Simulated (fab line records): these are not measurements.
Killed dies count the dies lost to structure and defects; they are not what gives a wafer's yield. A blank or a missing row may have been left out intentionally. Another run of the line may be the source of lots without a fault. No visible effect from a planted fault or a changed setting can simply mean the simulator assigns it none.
Struck lot and sound lot, side by side / flow sky130 / 18 out of 708 route steps
Sound: the wafers L239.1, L239.4, L239.5. Struck: wafers L250.1, L250.2, L250.6. The cause is given at the end.
At each step with rows: each side's tool, then ch and its chambers, then its first start. Under that, the readings that differ: sound wafers / struck wafers / difference of the means / sigmas: that difference in standard deviations of wafers without a fault.
alike: a reading whose means differ by less than 2 such deviations, as well as words and numbers matching on both sides. not compared: withheld readings; readings where some wafer has no value; bounds like >300 that might hide an equal value; numbers whose values overlap and for which the record gives no deviation.
The two part at a step that has a row with sigmas, a row that says differs or no value, or rows on one side only. Numbers that have no deviation but don't overlap get no sigmas and don't part them. A reading that every wafer of one side lacks parts them only if that side has two wafers or more.

first, 4 steps without rows for these wafers: SKY_LDD_HVP_SOFTBAKE_03 (time 60 s); SKY_LDD_HVP_EXPOSE_04 (exposes mask HVPTM, target cd 700 nm); SKY_LDD_HVP_PEB_05; SKY_LDD_HVP_DEVELOP_06 (develop time 60 s).
SKY_LDD_HVP_OVL_MEAS_07:
  sound: overlay-01 at day 24 16:53; struck: overlay-02 at day 28 07:47
  alike: LDD_HVP_OVL
then, 1 step without rows for these wafers: SKY_LDD_HVP_IMPLANT_08.
SKY_LDD_HVP_STRIP_09: strips in O2/N2.
  sound on plasma asher-04 ch 0,1, day 24 17:05; struck on plasma asher-01 ch 0,1, day 28 07:59
  alike: drypump motor current A, oes product au, strip time to endpoint s
  not compared: rf hours counter h
SKY_LDD_HVP_TW_MEAS_10:
  sound: film metro-03 at day 24 17:11; struck: film metro-02 at day 28 08:05
reading=LDD_HVP_TW; sound=456 455 456; struck=463 463 463; difference=+7; sigmas=+2
then, 4 steps without rows for these wafers: SKY_LDD_LDN_DEHYDRATE_00 (time 60 s); SKY_LDD_LDN_HMDS_01 (prime time 60 s); SKY_LDD_LDN_COAT_02 (resist thk 1140 nm); SKY_LDD_LDN_SOFTBAKE_03 (time 60 s).
SKY_LDD_LDN_EXPOSE_04: exposes mask LDNTM, target cd 700 nm.
  sound on iline stepper-01 ch 0, day 25 08:02; struck on iline stepper-01 ch 0, day 28 22:17
reading=model.LDD_LDN.overlay x nm (nm); sound=-0.9406 -0.9406 -0.9406; struck=-52.07 -52.07 -52.07; difference=-51.13; sigmas=
  alike: mask
then, 2 steps without rows for these wafers: SKY_LDD_LDN_PEB_05; SKY_LDD_LDN_DEVELOP_06 (develop time 60 s).
SKY_LDD_LDN_OVL_MEAS_07:
  sound: overlay-02 at day 25 22:17; struck: overlay-02 at day 29 11:38
reading=LDD_LDN_OVL (nm); sound=-1.2 -2.4 -0.3; struck=-51.4 -50.6 -51.7; difference=-49.9; sigmas=-36
then, 1 step without rows for these wafers: SKY_LDD_LDN_IMPLANT_08.
-- here the record skips 21 days between the struck wafers' starts before and after, leaving off in module LDD_LDN and picking up in module PAD_OPEN (first step shown: number 708 of the route) --
SKY_PAD_OPEN_PROBE_99:
  only the struck wafers here have rows in the record (prober-01, day 50 03:46); the sound ones have none

WHERE THEY PART
First at SKY_LDD_HVP_TW_MEAS_10; last, within this record, at SKY_PAD_OPEN_PROBE_99.

WHY: whatever the simulator had introduced
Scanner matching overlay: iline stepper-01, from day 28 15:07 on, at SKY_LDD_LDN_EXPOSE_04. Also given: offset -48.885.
